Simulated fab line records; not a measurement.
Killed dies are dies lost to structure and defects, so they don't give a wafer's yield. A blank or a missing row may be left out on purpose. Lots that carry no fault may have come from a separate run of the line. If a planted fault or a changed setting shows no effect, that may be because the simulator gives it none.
fab line records    flow sky130
[record] lots = 6  wafers = 18  lastDay = 49
route steps=708 shown METAL2@505 VIA2@507
lots with no fault: from the same line, run without faults
startH: hours from the record's first day to the start of the lot's first wafer shown    waitH: hours elapsed since this lot's preceding step    " the same as in the row above    L1.1+2: a row that stands for several wafers    - no value, or no start was given    * or withheld: withheld    < > ~ a bound
route shown NAME@n: names a module that has steps shown in the file, with the first one's number in the route    usual: mean/standard deviation of fault-free wafers    same: alike in all rows    chamber/n: place in a boat    sites: per-site readings    _std_site: standard deviation across them    _edge_site: inner sites' mean taken away from outer sites' mean    radiusMm: how far each site lies from the wafer's centre    mask NAME#n: copy n    behind: tool/chamber where the wafer was last shaped    hold: what put the lot on hold/how long, in hours/how the hold closed    device: names the non-switching transistor (n, p or np)    end of line: tests run on the same wafers once the route is complete    step lacking rows: just its recipe    killed: count of dies lost to structure and defects at first sort (not the wafer's yield)    map: a wafer's dies, x killed, . not, _ none there
set.NAME: the run value of the setting; set.NAME@STEP: its run value at that earlier step    model.NAME: the simulator's own value behind a step, which no gauge read
a table for each step, a row for each wafer; lots at some steps of the route
services: when a tool's chamber went out of use (startH, in hours from the record's first day, below 0 if earlier), for how many hours, and the reason
[[steps]]
[step SKY_METAL2_CLEAN_22]
[recipe] chemistry = IPA  timeS = 180  tempC = 25
[step SKY_METAL2_CLEAN_23]
[recipe] chemistry = O3/DIW  dry = n2Spin
[step SKY_VIA2_HDPCVD_00]
[recipe] material = SiO2  targetThkNm = 1180  sigmaOpenFrac = 0.3  timeS = 196.7  tempC = 400  sih4FlowSccm = 60  pressureMtorr = 6
[step SKY_VIA2_THK_MEAS_01]
[recipe] reads = SiO2_of_VIA2_HDPCVD_00
[usual] VIA2_HDPCVD_THK = 1185/13
lot.wafer  tool          chamber  startH  waitH  VIA2_HDPCVD_THK[nm]
L880.2     filmMetro-04  -        860.08  0.1    1206
L880.5     "             -        "       "      1207
L880.6     "             -        "       "      1189
L879.2     filmMetro-02  -        862.44  0.1    1174
L879.3     "             -        "       "      1194
L879.5     "             -        "       "      1182
L883.2     filmMetro-03  -        874.75  0.1    1206
L883.3     "             -        "       "      1193
L883.5     "             -        "       "      1199
L881.1     filmMetro-03  -        877.43  0.1    1162
L881.3     "             -        "       "      1191
L881.4     "             -        "       "      1183
L893.2     filmMetro-02  -        942.75  0.1    1196
L893.3     "             -        "       "      1191
L893.6     "             -        "       "      1196
L892.3     filmMetro-04  -        945.91  0.1    1179
L892.5     "             -        "       "      1180
L892.6     "             -        "       "      1185
[step SKY_VIA2_CMP_02]
[recipe] material = SiO2  downForcePsi = 4  platenRpm = 60  padVelocityMS = 0.94248
[usual] motorCurrentA = 12.0/1.4
lot.wafer  tool    chamber  startH  waitH  motorCurrentA
L880.2     cmp-01  1        860.23  0.1    14.0
L880.5     "       3        "       "      13.4
L880.6     "       0        "       "      10.2
L879.3     cmp-01  1        862.54  0.1    14.1
L879.2     "       3        "       "      14.0
L879.5     "       0        "       "      9.8
L883.3     cmp-01  3        874.85  0.1    13.8
L883.2     "       1        "       "      12.8
L883.5     "       3        "       "      14.1
L881.4     cmp-01  3        877.49  0.0    14.2
L881.1     "       0        "       "      10.0
L881.3     "       1        "       "      14.2
L893.3     cmp-01  1        942.80  0.0    13.5
L893.2     "       2        "       "      12.5
L893.6     "       2        "       "      12.4
L892.3     cmp-01  3        946.10  0.2    14.6
L892.5     "       0        "       "      10.6
L892.6     "       1        "       "      13.7
[step SKY_VIA2_BOW_MEAS_03]
[recipe] mode = bow
[usual] VIA2_BOW = 86/7.8
lot.wafer  tool          chamber  startH  waitH  VIA2_BOW[um]
L880.2     filmMetro-03  -        860.45  0.2    70
L880.5     "             -        "       "      86
L880.6     "             -        "       "      90
L879.2     filmMetro-03  -        862.81  0.1    93
L879.3     "             -        "       "      81
L879.5     "             -        "       "      88
L883.2     filmMetro-04  -        875.12  0.1    73
L883.3     "             -        "       "      88
L883.5     "             -        "       "      81
L881.1     filmMetro-04  -        877.79  0.2    94
L881.3     "             -        "       "      93
L881.4     "             -        "       "      80
L893.2     filmMetro-02  -        943.12  0.2    94
L893.3     "             -        "       "      85
L893.6     "             -        "       "      106
L892.3     filmMetro-02  -        946.29  0.1    88
L892.5     "             -        "       "      94
L892.6     "             -        "       "      85
[step SKY_VIA2_DEHYDRATE_04]
[recipe] tempC = 200  timeS = 60
[step SKY_VIA2_HMDS_05]
[recipe] primeTimeS = 60  primeTempC = 120
[step SKY_VIA2_COAT_06]
[recipe] resist = BARC  tempC = withheld  timeS = withheld  spinRpm = 3000  resistThkNm = 60
[step SKY_VIA2_COAT_07]
[recipe] resist = KrF-thick  spinRpm = 3000  resistThkNm = 450
[step SKY_VIA2_SOFTBAKE_08]
[recipe] tempC = 100  timeS = 90  resist = KrF-thick
[step SKY_VIA2_EXPOSE_09]
[recipe] maskId = VIM2  na = 0.8  sourceShape = annular  sigmaInner = 0.55  sigmaOuter = 0.85  targetCdNm = 200  doseMj = 38
[step SKY_VIA2_PEB_10]
[recipe] pebTempC = withheld  pebTimeS = withheld  resist = KrF-thick
[usual] chillPlateTempC = *  exhaustPa = 44.9/0.72
lot.wafer  tool           chamber  startH  waitH  chillPlateTempC  exhaustPa
L880.2     lithoTrack-02  0        886     -      *                45.1
L880.5     "              0        "       "      *                44.9
L880.6     "              0        "       "      *                45.3
L879.2     lithoTrack-03  0        887     -      *                45.5
L879.3     "              0        "       "      *                45.1
L879.5     "              0        "       "      *                45.3
L883.2     lithoTrack-04  -        899     -      -                -
L883.3     "              -        "       "      -                -
L883.5     "              -        "       "      -                -
L881.1     lithoTrack-03  -        902     -      -                -
L881.3     "              -        "       "      -                -
L881.4     "              -        "       "      -                -
L893.2     lithoTrack-02  0        966     -      *                45.4
L893.3     "              0        "       "      *                44.7
L893.6     "              0        "       "      *                45.2
L892.3     lithoTrack-04  0        970     -      *                44.9
L892.5     "              0        "       "      *                44.6
L892.6     "              0        "       "      *                46.0
[step SKY_VIA2_DEVELOP_11]
[recipe] developTimeS = 60  resist = KrF-thick  devTempC = 21
[[services]]
tool    chamber  startH  hours  kind
cmp-01  -        852.76  5.4    repair
cmp-01  -        901.82  6.2    repair
[[key]]
[firstSign] step = SKY_VIA2_PEB_10  reading = toolRecord  direction = missing
effect none on later readings
metAt SKY_VIA2_PEB_10
struckWafers L881.1,L881.3,L881.4,L883.2,L883.3,L883.5
laterRowsLeftOut L881.1,L881.3,L881.4,L883.2,L883.3,L883.5
sortLeftOut L881.1,L881.3,L881.4,L883.2,L883.3,L883.5
onsetBetween 887 899
[fault] kind = skippedStepWhole  tool = lithoTrack-03,lithoTrack-04  chamber = -  onsetH = 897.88  steps = SKY_VIA2_PEB_10  scope = struckLotsOnly
// sortLeftOut: the simulated sort isn't trusted on such a fault, so these wafers' sort isn't shown, and their yield isn't known
// laterRowsLeftOut: the simulator's readings of these wafers behind a module that went badly wrong aren't trusted and aren't shown, but for the sort
